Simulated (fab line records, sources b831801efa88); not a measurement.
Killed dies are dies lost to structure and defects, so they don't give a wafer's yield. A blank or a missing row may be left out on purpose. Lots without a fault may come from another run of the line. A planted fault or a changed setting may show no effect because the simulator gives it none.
Which tool did it? | flow gf180mcu | 7 lots, 21 wafers sampled, at 3 steps of a route of 602

WHAT THE GAUGES READ, wafer by wafer
GF_HV_LDD_OVL_MEAS_32.
lot  | measured     | on         | HV_LDD_02_OVL (nm)
L916 | day 12 08:12 | overlay-02 | 2.7 0.3 1.0
L919 | day 13 16:52 | overlay-02 | 0.6 2.2 1.3
L921 | day 14 10:04 | overlay-01 | 1.1 2.7 0.7
L924 | day 15 11:03 | overlay-01 | -0.8 0.6 -0.4
L927 | day 16 05:38 | overlay-01 | 0.6 0.5 0.3
L930 | day 17 03:59 | overlay-02 | 1.7 0.1 0.3
L932 | day 17 22:59 | overlay-02 | 2.6 3.1 1.4

WHICH TOOL RAN EACH LOT (tool, then ch and the chambers of the sampled wafers, then the start)
lot  | GF_MVPSD_DEVELOP_06              | GF_HV_LDD_STRIP_22
L916 | litho_track-03 ch 0, day 5 09:00 | plasma_asher-03 ch 0,1, day 11 12:58
L919 | litho_track-01 ch 0, day 6 08:00 | plasma_asher-01 ch 0,1, day 12 20:09
L921 | litho_track-01 ch 0, day 6 18:00 | plasma_asher-01 ch 0,1, day 13 12:23
L924 | litho_track-03 ch 0, day 7 12:00 | plasma_asher-03 ch 0,1, day 14 13:08
L927 | litho_track-03 ch 0, day 8 03:00 | plasma_asher-02 ch 1, day 15 06:34
L930 | litho_track-01, day 9 01:00      | plasma_asher-01 ch 0,1, day 16 04:29
L932 | litho_track-01 ch 0, day 9 17:00 | plasma_asher-03 ch 1, day 16 23:17
- GF_MVPSD_DEVELOP_06: develop time 60 s.
- GF_HV_LDD_STRIP_22: strips in O2/N2.

THE ANSWER, worked out from the rows above alone
Rule: what is usual is taken from the lots themselves. Put in order of their means at a reading, lots are off if they are a third of the lots or fewer, leave a main group of 4 or more, and stand apart from it by a gap of 3 or more times the standard deviation of the main group's means; of several such gaps the widest counts. A main group whose means are all the same, to the digits that the tables above print for the reading, isn't used. A lot without any number at a reading at which 4 lots or more have one is off too. The other lots that the step has rows for count as sound.
No lot is off at any reading shown: from this, nothing can be told.

WHAT THE SIMULATOR HAD PUT IN
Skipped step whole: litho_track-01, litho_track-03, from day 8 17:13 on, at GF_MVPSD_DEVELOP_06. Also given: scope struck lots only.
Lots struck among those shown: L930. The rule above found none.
